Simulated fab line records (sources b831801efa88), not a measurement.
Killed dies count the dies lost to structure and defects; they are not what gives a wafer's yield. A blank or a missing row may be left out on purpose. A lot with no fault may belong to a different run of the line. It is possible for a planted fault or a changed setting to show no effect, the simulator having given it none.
Which tool is to blame? / flow sfq_line / route of 325 steps, sampled at 1 step: 14 lots, 42 wafers

## WHAT EACH GAUGE READ, for each wafer
SFQ_R5_OVL_MEAS_935.
lot=L254; measured=day 50 22:40; on=overlay-01; R5_OVL (nm)=-3 -3 -5
lot=L255; measured=day 51 04:37; on=overlay-01; R5_OVL (nm)=6 6 10
lot=L256; measured=day 51 12:33; on=overlay-01; R5_OVL (nm)=9 5 1
lot=L258; measured=day 51 13:45; on=overlay-01; R5_OVL (nm)=5 7 7
lot=L261; measured=day 55 16:56; on=overlay-01; R5_OVL (nm)=2 -1 -11
lot=L262; measured=day 56 19:19; on=overlay-02; R5_OVL (nm)=4 6 -2
lot=L263; measured=day 57 03:43; on=overlay-02; R5_OVL (nm)=1 11 1
lot=L270; measured=day 62 18:46; on=overlay-02; R5_OVL (nm)=-2 -4 -2
lot=L271; measured=day 67 23:43; on=overlay-01; R5_OVL (nm)=2 3 5
lot=L272; measured=day 68 00:55; on=overlay-02; R5_OVL (nm)=11 11 13
lot=L273; measured=day 68 03:20; on=overlay-01; R5_OVL (nm)=4 4 7
lot=L274; measured=day 68 06:28; on=overlay-01; R5_OVL (nm)=4 17 13
lot=L275; measured=day 70 01:14; on=overlay-02; R5_OVL (nm)=7 2 11
lot=L276; measured=day 70 02:26; on=overlay-02; R5_OVL (nm)=0 -3 5

## TOOL THAT RAN EACH LOT (tool first, then ch and the chambers of the sampled wafers, then the start)
There is no process step in the record ahead of these readings.

## WHAT THE TOOLS THEMSELVES READ (means of the sampled wafers that have a number; where no wafer has one, the mark that the record gives instead)
The record holds no such reading with a usual standard deviation.

## THE ANSWER, worked out from the rows above alone
Rule: the lots themselves supply what counts as usual. Put in order of their means at a reading, lots are off if they are a third of the lots or fewer, leave a main group of 4 or more, and stand apart from it by a gap of 3 or more times the standard deviation of the main group's means; of several such gaps the widest counts. A main group is skipped when, at the precision printed for the reading in the tables above, its means are all equal. Also off: a lot with no number at a reading for which 4 or more lots have one. Where the step has rows for the other lots, those lots are counted as sound. First the gauges in route order, then the tools' own readings, where a lot's mean is used as printed above. The first step at which some lot is off is used, and at that step the reading that is off furthest; a lot without a number counts as furthest.
No lot is off at any reading shown: from this, nothing can be told.

## WHAT THE SIMULATOR PUT IN
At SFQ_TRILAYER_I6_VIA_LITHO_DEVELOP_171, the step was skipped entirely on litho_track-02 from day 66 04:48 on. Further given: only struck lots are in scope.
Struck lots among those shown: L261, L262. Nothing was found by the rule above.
